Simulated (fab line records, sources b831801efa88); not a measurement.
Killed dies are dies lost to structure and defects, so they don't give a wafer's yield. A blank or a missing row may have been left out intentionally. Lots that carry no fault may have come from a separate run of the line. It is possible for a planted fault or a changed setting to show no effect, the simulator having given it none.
The tool behind it: which one?	flow sky130	7 lots, 21 wafers sampled, at 3 steps of a route of 708

## WHAT EACH GAUGE READ, for each wafer
SKY_LDD_P_CD_MEAS_07: target cd 380 nm.
lot	measured	on	cd-nm (nm)
L204	day 19 22:43	cd-sem-01	386.0 383.9 387.3
L211	day 22 15:53	cd-sem-02	383.1 383.2 383.7
L214	day 23 20:50	cd-sem-01	- - -
L219	day 25 09:23	cd-sem-01	377.9 380.2 378.3
L221	day 26 00:26	cd-sem-01	375.3 378.6 377.2
L222	day 26 17:26	cd-sem-02	383.0 382.1 382.0
L225	day 27 09:50	cd-sem-01	382.7 379.6 383.2

## TOOL THAT RAN EACH LOT (tool first, then ch and the chambers of the sampled wafers, then the start)
lot	SKY_GATE_OXIDE_STRIP_13	SKY_LDD_P_DEVELOP_06
L204	plasma-asher-04 ch 0,1, day 14 15:17	litho-track-03 ch 0, day 19 22:34
L211	plasma-asher-03 ch 0,1, day 17 00:09	litho-track-03 ch 0, day 22 15:44
L214	plasma-asher-02 ch 0,1, day 18 08:43	litho-track-04, day 23 20:41
L219	plasma-asher-02 ch 0,1, day 19 22:22	litho-track-04 ch 0, day 25 09:14
L221	plasma-asher-02 ch 0,1, day 20 15:35	litho-track-03 ch 0, day 26 00:17
L222	plasma-asher-04 ch 0,1, day 21 03:02	litho-track-04 ch 0, day 26 17:17
L225	plasma-asher-03 ch 0,1, day 22 01:28	litho-track-04 ch 0, day 27 09:41
- SKY_GATE_OXIDE_STRIP_13: strips in O2/N2.
- SKY_LDD_P_DEVELOP_06: develop time 60 s.

## THE ANSWER, worked out from the rows above alone
Rule: what is usual is taken from the lots themselves. Put in order of their means at a reading, lots are off if they are a third of the lots or fewer, leave a main group of 4 or more, and stand apart from it by a gap of 3 or more times the standard deviation of the main group's means; of several such gaps the widest counts. A main group is skipped when, at the precision printed for the reading in the tables above, its means are all equal. A lot without any number at a reading at which 4 lots or more have one is off too. The other lots that the step has rows for count as sound.
Off, at SKY_LDD_P_CD_MEAS_07 on cd-nm: L214. Without a number there: L214. Mean 381.5 nm and standard deviation 2.9 in the main group.
If a tool, at a process step before that reading, ran all the lots that are off and no sound lot after the first of them, it fits. Gauges at SKY_LDD_P_CD_MEAS_07: tried the same way as those tools. Of those tried, none fits.

## WHAT THE SIMULATOR HAD PUT IN
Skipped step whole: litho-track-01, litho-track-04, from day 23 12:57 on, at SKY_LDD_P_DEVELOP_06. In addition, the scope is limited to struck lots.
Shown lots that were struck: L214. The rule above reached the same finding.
